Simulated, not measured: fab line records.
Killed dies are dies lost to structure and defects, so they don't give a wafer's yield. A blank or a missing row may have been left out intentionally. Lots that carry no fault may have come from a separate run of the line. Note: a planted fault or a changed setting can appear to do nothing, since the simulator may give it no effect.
fab line records    flow sky130
[record] lots = 6  wafers = 18  last-day = 50
route steps=708 shown FIELD_ISO@19 NWELL@32 DNWELL@35 PWDE@45 SALICIDE@361 PAD_OPEN@708
lots with no fault: from the same line, run without faults
start-h: hours from the record's opening day to when the first of the lot's shown wafers began    wait-h: time in hours since the lot's previous step    " unchanged from the row above    L1.1+2: one row covering several wafers at once    - no value, or no start was given    * or withheld: withheld    < > ~ a bound
route shown NAME@n: a module of which the file shows steps, and the number in the route of the first    usual: mean and standard deviation over wafers with no fault    same: alike in all rows    chamber/n: place in a boat    sites: the reading at each site    _std_site: the standard deviation of these    _edge_site: inner sites' mean taken away from outer sites' mean    radius-mm: how far each site lies from the wafer's centre    mask NAME#n: copy n    behind: the most recent tool/chamber to have shaped the wafer    hold: what put the lot on hold/how long, in hours/how the hold closed    device: the n, p or np transistor that did not switch    end of line: tests run on the same wafers once the route is complete    where a step has no rows: the recipe by itself    killed: dies lost to structure and defects at the first sort, not the wafer's yield    map: dies across one wafer; x = killed, . = not, _ = none there
set.NAME: the run value of the setting; set.NAME@STEP: its run value at that earlier step    model.NAME: the simulator's own value behind a step, which no gauge read
lots seen at some steps along the route; tables by step, rows by wafer
services: when a tool's chamber went out of use (start-h, in hours from the record's first day, below 0 if earlier), for how many hours, and the reason
[[steps]]
[step SKY_FIELD_ISO_WET_ETCH_18]
[recipe] chemistry = H3PO4  target-depth-nm = 25  temp-c = 160  target = Si3N4  time-s = 286
[step SKY_FIELD_ISO_CLEAN_19]
[recipe] chemistry = SC1/SC2  mix = 1:4:20  temp-c = 70  time-s = 150
[step SKY_FIELD_ISO_CLEAN_20]
[recipe] chemistry = dHF  time-s = 20  dilution = 100:1
[step SKY_FIELD_ISO_WET_ETCH_21]
[recipe] chemistry = dHF  dilution = 100:1  target-depth-nm = 20  dry = ipa-marangoni  target = SiO2  temp-c = 25  time-s = 400
[step SKY_FIELD_ISO_OXIDATION_22]
[recipe] temp-c = 950  ambient = O2  stabilise-s = 600  purge-s = 300  target-thk-a = 100  ox-time-s = 623
[step SKY_FIELD_ISO_THK_MEAS_23]
[recipe] reads = SiO2_of_FIELD_ISO_OXIDATION_22
[usual] FIELD_ISO_OXIDATION_01_THK = 10.07/0.21
lot.wafer  tool           chamber  start-h  wait-h  FIELD_ISO_OXIDATION_01_THK[nm]
L479.2     film-metro-03  -        34.79    0.0     9.84
L479.4     "              -        "        "       9.98
L479.6     "              -        "        "       9.76
L481.1     film-metro-02  -        44.18    0.0     10.48
L481.3     "              -        "        "       10.57
L481.5     "              -        "        "       10.25
L487.1     film-metro-01  -        75.82    0.0     10.23
L487.2     "              -        "        "       9.81
L487.3     "              -        "        "       10.05
L500.3     film-metro-02  -        140.77   0.0     10.14
L500.4     "              -        "        "       10.18
L500.5     "              -        "        "       9.98
L501.1     film-metro-03  -        144.85   0.0     10.14
L501.3     "              -        "        "       10.05
L501.4     "              -        "        "       10.30
L502.2     film-metro-03  -        154.04   0.0     9.92
L502.3     "              -        "        "       10.06
L502.6     "              -        "        "       10.07
[step SKY_FIELD_ISO_CVD_24]
[recipe] material = SiO2  target-thk-nm = 595  temp-c = 650  sigma-open-frac = 0.3  time-s = 99.2  sih4-flow-sccm = 60  pressure-mtorr = 6
[step SKY_FIELD_ISO_THK_MEAS_25]
[recipe] reads = SiO2_of_FIELD_ISO_CVD_24
[usual] FIELD_ISO_CVD_24_THK = 600/5.9
lot.wafer  tool           chamber  start-h  wait-h  FIELD_ISO_CVD_24_THK[nm]
L479.2     film-metro-01  -        34.92    0.0     594
L479.4     "              -        "        "       598
L479.6     "              -        "        "       608
L481.1     film-metro-01  -        44.31    0.0     590
L481.3     "              -        "        "       591
L481.5     "              -        "        "       592
L487.1     film-metro-03  -        76.01    0.0     606
L487.2     "              -        "        "       605
L487.3     "              -        "        "       599
L500.3     film-metro-03  -        140.90   0.1     604
L500.4     "              -        "        "       598
L500.5     "              -        "        "       598
L501.1     film-metro-02  -        144.98   0.0     601
L501.3     "              -        "        "       604
L501.4     "              -        "        "       599
L502.2     film-metro-01  -        154.17   0.0     604
L502.3     "              -        "        "       600
L502.6     "              -        "        "       602
[step SKY_FIELD_ISO_ANNEAL_26]
[recipe] temp-c = 1000  time-s = 1800  ambient = N2
[step SKY_FIELD_ISO_CMP_27]
[recipe] stop-on = Si3N4  t-overpolish-s = 16  down-force-psi = 4  platen-rpm = 60  target-thk-nm = 457.8  pad-velocity-m-s = 0.94248
[usual] motor-current-A = 12.2/1.5  overpolish-run-s = 16.000/0.0089  time-to-endpoint-s = 115/6.9
lot.wafer  tool    chamber  start-h  wait-h  motor-current-A  overpolish-run-s  time-to-endpoint-s
L479.4     cmp-02  0        38.76    0.0     15.8             15.999            116
L479.2     "       2        "        "       11.0             16.001            117
L479.6     "       0        "        "       16.5             16.000            119
L481.3     cmp-01  3        45.87    0.0     11.6             15.992            112
L481.1     "       0        "        "       11.8             15.999            101
L481.5     "       3        "        "       11.7             16.005            114
L487.3     cmp-02  0        78.13    0.0     16.2             16.007            117
L487.1     "       2        "        "       11.4             15.993            125
L487.2     "       3        "        "       10.5             16.001            120
L500.3     cmp-02  1        142.57   0.1     11.4             16.015            119
L500.4     "       3        "        "       10.9             16.001            114
L500.5     "       0        "        "       16.7             15.999            110
L501.1     cmp-01  3        148.42   0.0     11.7             16.017            116
L501.3     "       1        "        "       13.3             16.013            109
L501.4     "       2        "        "       10.7             15.982            118
L502.3     cmp-01  0        156.35   0.0     12.3             16.001            109
L502.2     "       1        "        "       12.2             15.999            109
L502.6     "       1        "        "       12.3             15.989            112
[step SKY_FIELD_ISO_WET_ETCH_28]
[recipe] chemistry = dHF  target-depth-nm = 23.7  target = SiO2  dilution = 10:1  temp-c = 25  time-s = 47
[step SKY_FIELD_ISO_WET_ETCH_29]
[recipe] chemistry = H3PO4  target-depth-nm = 160  target = Si3N4  temp-c = 160  time-s = 1825
[step SKY_FIELD_ISO_WET_ETCH_30]
[recipe] chemistry = dHF  target-depth-nm = 25  target = SiO2  dilution = 10:1  temp-c = 25  time-s = 50
[usual] run-length-s = 78.8/2.9
lot.wafer  tool          chamber  start-h  wait-h  run-length-s  model.SiO2_of_FIELD_ISO_CVD_24.thk-nm
L479.2     wet-bench-02  3        39.60    0.0     74.8          405.1
L479.4     "             3        "        "       74.8          405.1
L479.6     "             3        "        "       74.8          405.1
L481.1     wet-bench-01  1        46.73    0.0     81.4          403.9
L481.3     "             1        "        "       81.4          406.7
L481.5     "             1        "        "       81.4          407.2
L487.1     wet-bench-04  1        79.51    0.0     76.7          406.8
L487.2     "             1        "        "       76.7          407.7
L487.3     "             1        "        "       76.7          406.6
L500.3     wet-bench-01  3        143.36   0.0     54.7          419.1
L500.4     "             3        "        "       54.7          418.1
L500.5     "             3        "        "       54.7          417.3
L501.1     wet-bench-02  3        149.25   0.0     75.1          404.5
L501.3     "             3        "        "       75.1          404.2
L501.4     "             3        "        "       75.1          404.9
L502.2     wet-bench-01  0        157.23   0.0     51.7          416.3
L502.3     "             0        "        "       51.7          416.2
L502.6     "             0        "        "       51.7          417.4
[step SKY_NWELL_CLEAN_00]
[recipe] chemistry = SC1/SC2  mix = 1:4:20  temp-c = 70  time-s = 150  dry = n2-spin
[step SKY_NWELL_OXIDATION_01]
[recipe] temp-c = 900  ambient = O2  stabilise-s = 600  purge-s = 300  target-thk-a = 100  ox-time-s = 1418
[step SKY_NWELL_THK_MEAS_02]
[recipe] reads = SiO2_of_NWELL_OXIDATION_01
[usual] NWELL_OXIDATION_THK = 10.08/0.21
lot.wafer  tool           chamber  start-h  wait-h  NWELL_OXIDATION_THK[nm]
L479.2     film-metro-03  -        43.02    0.0     9.89
L479.4     "              -        "        "       9.99
L479.6     "              -        "        "       10.03
L481.1     film-metro-04  -        50.12    0.0     10.03
L481.3     "              -        "        "       10.12
L481.5     "              -        "        "       10.16
L487.1     film-metro-04  -        81.06    0.0     10.15
L487.2     "              -        "        "       10.17
L487.3     "              -        "        "       10.25
L500.3     film-metro-04  -        146.26   0.0     10.23
L500.4     "              -        "        "       10.15
L500.5     "              -        "        "       10.06
L501.1     film-metro-02  -        151.84   0.0     9.84
L501.3     "              -        "        "       9.88
L501.4     "              -        "        "       9.97
L502.2     film-metro-03  -        159.65   0.0     9.50
L502.3     "              -        "        "       9.64
L502.6     "              -        "        "       9.74
[step SKY_DNWELL_DEHYDRATE_00]
[recipe] temp-c = 200  time-s = 60
[step SKY_DNWELL_HMDS_01]
[recipe] prime-time-s = 60  prime-temp-c = 120
[step SKY_DNWELL_COAT_02]
[recipe] spin-rpm = 2000  resist-thk-nm = 3000
[step SKY_DNWELL_SOFTBAKE_03]
[recipe] temp-c = 110  time-s = withheld
[step SKY_DNWELL_EXPOSE_04]
[recipe] mask-id = DNM  na = 0.57  target-cd-nm = 3000  dose-mj = 222
[step SKY_DNWELL_PEB_05]
[recipe] temp-c = 115  time-s = withheld
[step SKY_DNWELL_DEVELOP_06]
[recipe] wall-angle-deg = 90  developer = TMAH  develop-time-s = 60  dev-temp-c = 23
[step SKY_DNWELL_IMPLANT_07]
[recipe] species = P  energy-kev = withheld  dose-cm2 = withheld  tilt-deg = withheld
[step SKY_DNWELL_STRIP_08]
[recipe] chemistry = O2/N2  power-w = 1400  pressure-mtorr = 1500  platen-temp-c = withheld  o2-flow-sccm = 3000  n2-flow-sccm = 300  overash-fraction = 0.5
[usual] drypump-motor-current-A = 5.9/0.41  oes-product-au = 0.723/0.0044  strip-time-to-endpoint-s = 36.88/0.1
lot.wafer  tool             chamber  start-h  wait-h  drypump-motor-current-A  oes-product-au  rf-hours-counter-h  strip-time-to-endpoint-s
L479.2     plasma-asher-04  1        57.88    0.1     5.4                      0.727           39                  36.64
L479.4     "                0        "        "       5.5                      0.725           -                   36.64
L479.6     "                0        "        "       5.5                      0.717           -                   36.73
L481.1     plasma-asher-03  0        66.22    0.1     6.6                      0.726           37                  36.88
L481.3     "                0        "        "       6.6                      0.720           -                   36.81
L481.5     "                1        "        "       6.4                      0.727           -                   36.97
L487.1     plasma-asher-04  0        97.87    0.1     5.5                      0.724           42                  37.03
L487.2     "                1        "        "       5.4                      0.730           42                  37.03
L487.3     "                1        "        "       5.4                      0.714           -                   37.04
L500.3     plasma-asher-04  1        166.50   0.1     5.4                      0.732           -                   36.87
L500.4     "                0        "        "       5.5                      0.722           -                   36.86
L500.5     "                1        "        "       5.4                      0.729           -                   36.74
L501.1     plasma-asher-02  0        172.11   0.1     6.1                      0.722           35                  36.94
L501.3     "                1        "        "       6.0                      0.724           -                   36.88
L501.4     "                0        "        "       6.2                      0.728           -                   36.92
L502.2     plasma-asher-02  1        179.57   0.1     6.0                      0.722           36                  36.89
L502.3     "                0        "        "       6.2                      0.726           -                   36.92
L502.6     "                1        "        "       6.0                      0.721           -                   36.86
[step SKY_DNWELL_TW_MEAS_09]
[usual] DNWELL_TW = 1097/7.4
lot.wafer  tool           chamber  start-h  wait-h  DNWELL_TW
L479.2     film-metro-03  -        57.99    0.1     1090
L479.4     "              -        "        "       1101
L479.6     "              -        "        "       1094
L481.1     film-metro-04  -        66.32    0.1     1109
L481.3     "              -        "        "       1104
L481.5     "              -        "        "       1100
L487.1     film-metro-04  -        97.97    0.1     1105
L487.2     "              -        "        "       1098
L487.3     "              -        "        "       1099
L500.3     film-metro-04  -        166.59   0.1     1105
L500.4     "              -        "        "       1095
L500.5     "              -        "        "       1104
L501.1     film-metro-03  -        172.21   0.1     1093
L501.3     "              -        "        "       1094
L501.4     "              -        "        "       1084
L502.2     film-metro-03  -        179.68   0.1     1091
L502.3     "              -        "        "       1097
L502.6     "              -        "        "       1093
[step SKY_PWDE_DEHYDRATE_00]
[recipe] temp-c = 200  time-s = 60
[step SKY_PWDE_HMDS_01]
[recipe] prime-time-s = 60  prime-temp-c = 120
[step SKY_PWDE_COAT_02]
[recipe] spin-rpm = 2000  resist-thk-nm = 3000
[step SKY_PWDE_SOFTBAKE_03]
[recipe] temp-c = 110  time-s = withheld
[step SKY_PWDE_EXPOSE_04]
[recipe] mask-id = PWDEM  na = 0.6  source-shape = conventional  sigma-outer = 0.6  polarization = unpolarized  target-cd-nm = 840  dose-mj = 214
[step SKY_PWDE_PEB_05]
[recipe] temp-c = 115  time-s = withheld
[step SKY_PWDE_DEVELOP_06]
[recipe] wall-angle-deg = 90  developer = TMAH  develop-time-s = 60  dev-temp-c = 23
[step SKY_PWDE_OVL_MEAS_07]
[usual] PWDE_OVL = -0.8/1.4
lot.wafer  tool        chamber  start-h  wait-h  PWDE_OVL[nm]
L479.2     overlay-01  -        74.83    -       0.6
L479.4     "           -        "        "       -1.0
L479.6     "           -        "        "       0.6
L481.1     overlay-02  -        82.47    -       0.6
L481.3     "           -        "        "       0.1
L481.5     "           -        "        "       0.4
L487.1     overlay-02  -        115.92   -       1.8
L487.2     "           -        "        "       1.4
L487.3     "           -        "        "       2.2
L500.3     overlay-02  -        187.48   -       1.8
L500.4     "           -        "        "       -2.3
L500.5     "           -        "        "       -1.1
L501.1     overlay-01  -        193.87   -       -1.8
L501.3     "           -        "        "       -2.1
L501.4     "           -        "        "       -1.6
L502.2     overlay-01  -        201.67   -       -1.6
L502.3     "           -        "        "       0.3
L502.6     "           -        "        "       -1.0
[step SKY_PWDE_IMPLANT_08]
[recipe] species = B  energy-kev = 150  dose-cm2 = 3.6e+12  tilt-deg = withheld
[step SKY_PWDE_STRIP_09]
[recipe] chemistry = O2/N2  power-w = 1400  pressure-mtorr = 1500  platen-temp-c = withheld  o2-flow-sccm = 3000  n2-flow-sccm = 300  overash-fraction = 0.5
[usual] drypump-motor-current-A = 6.2/0.42  oes-product-au = 0.723/0.0048  strip-time-to-endpoint-s = 36.87/0.088
lot.wafer  tool             chamber  start-h  wait-h  drypump-motor-current-A  oes-product-au  rf-hours-counter-h  strip-time-to-endpoint-s
L479.2     plasma-asher-01  1        75.40    0.1     6.4                      0.720           39                  36.92
L479.4     "                1        "        "       6.4                      0.725           -                   37.02
L479.6     "                1        "        "       6.4                      0.722           -                   36.90
L481.1     plasma-asher-01  0        82.65    0.1     5.0                      0.725           40                  36.75
L481.3     "                1        "        "       6.4                      0.730           -                   36.68
L481.5     "                1        "        "       6.4                      0.724           -                   36.86
L487.1     plasma-asher-02  0        116.10   0.1     6.2                      0.729           31                  36.96
L487.2     "                1        "        "       6.0                      0.716           31                  36.93
L487.3     "                0        "        "       6.2                      0.721           -                   36.89
L500.3     plasma-asher-03  0        187.69   0.1     6.5                      0.720           -                   36.86
L500.4     "                1        "        "       6.3                      0.721           -                   36.87
L500.5     "                1        "        "       6.3                      0.725           -                   36.83
L501.1     plasma-asher-02  1        194.06   0.1     6.0                      0.718           37                  37.02
L501.3     "                1        "        "       6.0                      0.726           -                   36.99
L501.4     "                0        "        "       6.2                      0.728           -                   37.08
L502.2     plasma-asher-03  1        201.85   0.1     6.3                      0.721           51                  36.79
L502.3     "                1        "        "       6.3                      0.714           -                   36.68
L502.6     "                1        "        "       6.3                      0.724           -                   36.87
[step SKY_PWDE_TW_MEAS_10]
[usual] PWDE_TW = 368.6/1.9
lot.wafer  tool           chamber  start-h  wait-h  PWDE_TW
L479.2     film-metro-04  -        75.51    0.1     368.4
L479.4     "              -        "        "       369.2
L479.6     "              -        "        "       369.7
L481.1     film-metro-02  -        82.75    0.1     368.1
L481.3     "              -        "        "       366.3
L481.5     "              -        "        "       370.9
L487.1     film-metro-04  -        116.20   0.1     369.7
L487.2     "              -        "        "       369.8
L487.3     "              -        "        "       370.5
L500.3     film-metro-04  -        187.77   0.1     368.1
L500.4     "              -        "        "       368.4
L500.5     "              -        "        "       371.1
L501.1     film-metro-04  -        194.16   0.1     368.0
L501.3     "              -        "        "       366.2
L501.4     "              -        "        "       367.1
L502.2     film-metro-03  -        201.96   0.1     365.7
L502.3     "              -        "        "       366.7
L502.6     "              -        "        "       367.2
[step SKY_NWELL_DEHYDRATE_03]
[recipe] temp-c = 200  time-s = 60
[step SKY_NWELL_HMDS_04]
[recipe] prime-time-s = 60  prime-temp-c = 120
[step SKY_NWELL_COAT_05]
[recipe] spin-rpm = 2000  resist-thk-nm = 2947
[step SKY_NWELL_SOFTBAKE_06]
[recipe] temp-c = 110  time-s = withheld
[step SKY_NWELL_EXPOSE_07]
[recipe] mask-id = NWM  na = 0.6  source-shape = conventional  sigma-outer = 0.6  polarization = unpolarized  target-cd-nm = 840  dose-mj = 255
[step SKY_SALICIDE_CLEAN_00]
[recipe] chemistry = HF-last  time-s = 30  dilution = 100:1  dry = ipa-marangoni
lot.wafer  tool          chamber  start-h  wait-h  model.SiO2_of_FIELD_ISO_CVD_24.thk-nm
L479.2     wet-bench-01  3        650.31   0.1     358.8
L479.4+6   "             3        "        "       358.9
L481.1     wet-bench-04  2        670.66   0.1     357.4
L481.3     "             2        "        "       360.2
L481.5     "             2        "        "       360.5
L487.1     wet-bench-01  2        723.22   0.1     360.4
L487.2     "             2        "        "       361.2
L487.3     "             2        "        "       360.2
L500.3     wet-bench-01  2        809.26   0.1     372.8
L500.4     "             2        "        "       371.9
L500.5     "             2        "        "       371
L501.1     wet-bench-04  1        816.72   0.1     357.9
L501.3     "             1        "        "       357.8
L501.4     "             1        "        "       358.5
L502.2+3   wet-bench-04  1        823.22   0.1     369.6
L502.6     "             1        "        "       370.7
[step SKY_PAD_OPEN_PROBE_99]
[usual] killed_at_M0_to_M3 = 44/7.1  killed_at_M4_up = 3/1.6  killed-at-contacts = 24/5.4  killed-at-front-end = 15/4.7  killed-at-other = 0.3/0.51  killed-dies = 87/9.9  killed-open = 48/7.6  killed-short = 39/6.3
[same] gross-dies = 492  killed-at-back-side = 0
lot.wafer  tool       chamber  start-h  wait-h  killed_at_M0_to_M3  killed_at_M4_up  killed-at-contacts  killed-at-front-end  killed-at-other  killed-dies  killed-open  killed-short  model.etest.res_p_drift_20v.line-ohm-um  model.etest.res_p_drift_20v.rs-ohm-sq  model.etest.pfet_16v.r-on-ohm-um  model.etest.cap-li-to-poly.c-af-um2  model.etest.cap-poly-to-well.c-af-um2  model.etest.field-p.vt-v  model.etest.field-n.vt-v  model.etest.sram-nfet-pass.off-log10-a-um
L479.2     prober-02  -        1075.19  0.1     38                  1                20                  22                   1                82           47           35            1.104e+04                                9362                                   1.571e+04                         96.77                                90.74                                  -43.88                    36.02                     -12.64
L479.4     prober-02  -        1075.29  0.2     45                  4                40                  11                   1                101          55           46            1.157e+04                                9630                                   1.603e+04                         97.6                                 89.4                                   -44.67                    36                        -12.67
L479.6     prober-02  -        1075.39  0.2     43                  1                29                  11                   0                84           60           24            1.103e+04                                9158                                   1.55e+04                          97.56                                92.84                                  -43.04                    35.84                     -12.75
L481.1     prober-01  -        1092.58  0.1     45                  2                21                  13                   0                81           41           40            1.116e+04                                9310                                   1.495e+04                         94.83                                93.04                                  -40.44                    35.56                     -12.4
L481.3     prober-01  -        1092.68  0.2     44                  3                23                  13                   1                84           43           41            1.201e+04                                9851                                   1.536e+04                         98.42                                91.47                                  -42.2                     36.47                     -12.68
L481.5     prober-01  -        1092.78  0.2     44                  3                29                  7                    0                83           44           39            1.118e+04                                9428                                   1.487e+04                         94.83                                94.43                                  -40.43                    35.44                     -12.6
L487.1     prober-02  -        1129.53  0.1     39                  3                27                  12                   0                81           39           42            1.164e+04                                9747                                   1.588e+04                         97.62                                88.95                                  -45.53                    36.88                     -12.04
L487.2     prober-02  -        1129.58  0.1     41                  2                28                  11                   2                84           45           39            1.063e+04                                8915                                   1.518e+04                         96.34                                89.36                                  -42.46                    35.97                     -12.54
L487.3     prober-02  -        1129.63  0.2     43                  3                27                  20                   0                93           45           48            1.074e+04                                9091                                   1.526e+04                         98.63                                93.91                                  -42.91                    36.2                      -12.78
L500.3     prober-02  -        1188.74  0.2     26                  3                16                  17                   0                62           34           28            1.101e+04                                9093                                   1.519e+04                         104.4                                88.34                                  -41.95                    36.81                     -13.07
L500.4     prober-02  -        1188.79  0.2     40                  2                31                  25                   1                99           57           42            1.107e+04                                9346                                   1.546e+04                         103.2                                89.25                                  -42.69                    36.94                     -13.1
L500.5     prober-02  -        1188.84  0.2     40                  3                25                  16                   0                84           44           40            1.095e+04                                8973                                   1.525e+04                         98.36                                90.15                                  -41.16                    36.48                     -13.03
L501.1     prober-01  -        1191.49  0.1     38                  5                18                  14                   0                75           42           33            9964                                     8460                                   1.492e+04                         101.9                                94.41                                  -39.38                    33.96                     -12.36
L501.3     prober-01  -        1191.59  0.2     48                  5                17                  9                    0                79           44           35            1.066e+04                                8899                                   1.51e+04                          98.67                                93.87                                  -41.15                    35.23                     -12.56
L501.4     prober-01  -        1191.64  0.2     35                  3                27                  11                   0                76           43           33            1.118e+04                                9522                                   1.558e+04                         99.12                                87.69                                  -43.5                     36.7                      -12.74
L502.2     prober-02  -        1196.29  0.1     50                  3                19                  7                    1                80           45           35            1.698e+04                                1.434e+04                              1.567e+04                         98.61                                91.23                                  -44.16                    36.56                     -12.95
L502.3     prober-02  -        1196.34  0.2     44                  1                18                  18                   0                81           45           36            1.654e+04                                1.413e+04                              1.55e+04                          99.31                                90.68                                  -43.61                    36.51                     -13.09
L502.6     prober-02  -        1196.49  0.2     48                  5                38                  12                   0                103          51           52            1.756e+04                                1.475e+04                              1.571e+04                         101.1                                90.05                                  -44.33                    36.6                      -12.89
// killed by level:class
L479.2 CONTACT:geometric-particle:open=9 VIA1:geometric-particle:open=8 VIA2:geometric-particle:open=7 VIA2:geometric-particle:short=7 LI_CONTACT:geometric-particle:open=6 FIELD_ISO:geometric-particle:open=5 POLY_GATE:geometric-particle:short=5 POLY_GATE:geometric-particle:open=4
L479.4 CONTACT:geometric-particle:open=14 VIA3:geometric-particle:open=12 LI_CONTACT:geometric-particle:open=9 LOCAL_INTERCONNECT:geometric-particle:short=8 VIA2:geometric-particle:open=8 CONTACT:geometric-particle:short=7 METAL2:geometric-particle:short=6 METAL1:geometric-particle:short=5
L479.6 CONTACT:geometric-particle:open=14 VIA1:geometric-particle:open=13 LI_CONTACT:geometric-particle:open=11 VIA3:geometric-particle:open=9 POLY_GATE:geometric-particle:short=6 VIA2:geometric-particle:open=6 METAL1:geometric-particle:short=4 VIA3:geometric-particle:short=3
L481.1 VIA1:geometric-particle:short=11 VIA1:geometric-particle:open=7 LI_CONTACT:geometric-particle:open=7 CONTACT:geometric-particle:open=6 VIA3:geometric-particle:open=6 METAL2:geometric-particle:short=5 VIA2:geometric-particle:open=5 VIA2:geometric-particle:short=5
L481.3 CONTACT:geometric-particle:open=9 VIA1:geometric-particle:open=8 VIA3:geometric-particle:open=7 VIA1:geometric-particle:short=7 METAL1:geometric-particle:short=6 CONTACT:geometric-particle:short=6 VIA2:geometric-particle:open=6 LI_CONTACT:geometric-particle:open=4
L481.5 CONTACT:geometric-particle:open=10 VIA1:geometric-particle:open=9 VIA3:geometric-particle:open=7 LOCAL_INTERCONNECT:geometric-particle:short=6 METAL2:geometric-particle:short=6 VIA2:geometric-particle:open=6 CONTACT:geometric-particle:short=5 METAL1:geometric-particle:short=5
L487.1 CONTACT:geometric-particle:open=11 VIA2:geometric-particle:open=10 CONTACT:geometric-particle:short=8 METAL2:geometric-particle:short=5 VIA1:geometric-particle:open=4 METAL1:geometric-particle:short=4 VIA1:geometric-particle:short=4 VIA2:geometric-particle:short=4
L487.2 VIA1:geometric-particle:open=9 LI_CONTACT:geometric-particle:open=8 CONTACT:geometric-particle:short=7 FIELD_ISO:geometric-particle:open=6 METAL1:geometric-particle:short=6 LOCAL_INTERCONNECT:geometric-particle:short=5 VIA2:geometric-particle:open=5 LI_CONTACT:geometric-particle:short=4
L487.3 LI_CONTACT:geometric-particle:open=9 METAL2:geometric-particle:short=8 CONTACT:geometric-particle:open=8 VIA1:geometric-particle:open=8 VIA3:geometric-particle:open=7 POLY_GATE:geometric-particle:short=6 POLY_GATE:geometric-particle:open=5 CONTACT:geometric-particle:short=5
L500.3 CONTACT:geometric-particle:open=6 POLY_GATE:geometric-particle:open=5 VIA1:geometric-particle:open=5 FIELD_ISO:geometric-particle:short=4 CONTACT:geometric-particle:short=4 VIA2:geometric-particle:open=4 VIA3:geometric-particle:open=4 FIELD_ISO:geometric-particle:open=3
L500.4 LI_CONTACT:geometric-particle:open=11 POLY_GATE:geometric-particle:open=8 VIA3:geometric-particle:open=8 VIA1:geometric-particle:open=8 LI_CONTACT:geometric-particle:short=6 CONTACT:geometric-particle:open=6 METAL2:geometric-particle:short=6 FIELD_ISO:geometric-particle:open=5
L500.5 CONTACT:geometric-particle:open=8 CONTACT:geometric-particle:short=7 VIA1:geometric-particle:open=7 METAL2:geometric-particle:short=6 VIA2:geometric-particle:open=6 FIELD_ISO:geometric-particle:open=5 LI_CONTACT:geometric-particle:open=5 METAL1:geometric-particle:short=5
L501.1 VIA1:geometric-particle:open=16 LI_CONTACT:geometric-particle:open=10 METAL1:geometric-particle:short=6 FIELD_ISO:geometric-particle:open=5 METAL4:geometric-particle:short=5 FIELD_ISO:geometric-particle:short=4 POLY_GATE:geometric-particle:open=3 CONTACT:geometric-particle:open=3
L501.3 VIA1:geometric-particle:open=11 LI_CONTACT:geometric-particle:open=7 METAL1:geometric-particle:short=7 VIA1:geometric-particle:short=7 CONTACT:geometric-particle:open=6 VIA2:geometric-particle:open=6 METAL2:geometric-particle:short=5 VIA3:geometric-particle:open=4
L501.4 CONTACT:geometric-particle:open=10 LI_CONTACT:geometric-particle:open=7 VIA1:geometric-particle:open=7 CONTACT:geometric-particle:short=6 VIA3:geometric-particle:open=5 METAL3:geometric-particle:short=5 VIA2:geometric-particle:open=4 FIELD_ISO:geometric-particle:short=3
L502.2 LI_CONTACT:geometric-particle:open=9 METAL3:geometric-particle:short=9 VIA1:geometric-particle:open=9 VIA3:geometric-particle:open=7 METAL1:geometric-particle:short=6 CONTACT:geometric-particle:open=6 VIA2:geometric-particle:open=5 METAL1:geometric-particle:open=4
L502.3 METAL2:geometric-particle:short=10 VIA1:geometric-particle:open=10 LI_CONTACT:geometric-particle:open=7 CONTACT:geometric-particle:open=7 FIELD_ISO:geometric-particle:open=6 FIELD_ISO:geometric-particle:short=6 VIA3:geometric-particle:short=6 VIA2:geometric-particle:short=5
L502.6 CONTACT:geometric-particle:open=12 LI_CONTACT:geometric-particle:open=10 VIA1:geometric-particle:open=9 CONTACT:geometric-particle:short=8 METAL2:geometric-particle:short=8 METAL1:geometric-particle:short=7 POLY_GATE:geometric-particle:short=6 VIA2:geometric-particle:open=6
[[services]]
tool             chamber  start-h  hours  kind
cmp-01           -        25.54    5.3    pm
cmp-01           -        42.38    1.4    repair
cmp-02           -        44.37    1.7    repair
wet-bench-04     -        46.59    0.6    repair
cmp-01           -        51.74    0.3    repair
cmp-02           -        53.85    0.7    repair
cmp-02           -        62.60    6.1    repair
cmp-01           -        64.06    4.0    pm
plasma-asher-02  -        71.83    0.4    repair
wet-bench-01     -        101.74   1.6    repair
plasma-asher-04  -        108.75   9.0    pm
plasma-asher-04  -        135.79   0.5    repair
wet-bench-04     -        144.04   3.1    repair
plasma-asher-02  -        154.43   6.0    repair
plasma-asher-03  -        159.16   2.4    repair
wet-bench-04     -        187.01   2.1    repair
wet-bench-04     -        204.26   11.7   repair
plasma-asher-02  -        276.26   2.8    pm
wet-bench-01     -        281.31   0.6    repair
plasma-asher-02  -        301.80   0.9    repair
plasma-asher-02  -        307.46   35.1   pm
wet-bench-01     -        387.27   6.5    repair
wet-bench-01     -        509.20   2.4    repair
wet-bench-01     -        530.09   1.5    repair
[[key]]
[first-sign] step = SKY_FIELD_ISO_WET_ETCH_30  reading = run-length-s  direction = down  sigmas = 8.7  usual = *  struck = *
effect none on later readings
[model-effect] step = SKY_FIELD_ISO_WET_ETCH_30  value = SiO2_of_FIELD_ISO_CVD_24.thk-nm  without = 404.3  struck = 417.4
[model-effect] step = SKY_SALICIDE_CLEAN_00  value = SiO2_of_FIELD_ISO_CVD_24.thk-nm  without = 357.8  struck = 371
[model-effect] step = SKY_PAD_OPEN_PROBE_99  value = etest.res_p_drift_20v.line-ohm-um  without = 1.243e+04  struck = 1.402e+04
met-at SKY_FIELD_ISO_WET_ETCH_30
struck-wafers L500.3,L500.4,L500.5,L502.2,L502.3,L502.6
tester-left-out L500,L502
onset-between 46.73 143.36
[fault] kind = process-parameter-drift  tool = wet-bench-01  chamber = -  onset-h = 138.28  steps = SKY_FIELD_ISO_WET_ETCH_30  channel = time-s  offset = *  shape = step  end-h = 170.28  acts-in = *  stated = *
// tester-left-out: of these lots the tester's yield and bins aren't shown, on N5 and GAA mostly nor the transistor test; their killed dies are dies lost to structure and defects alone, not to doping, threshold or leakage, so they don't give the yield
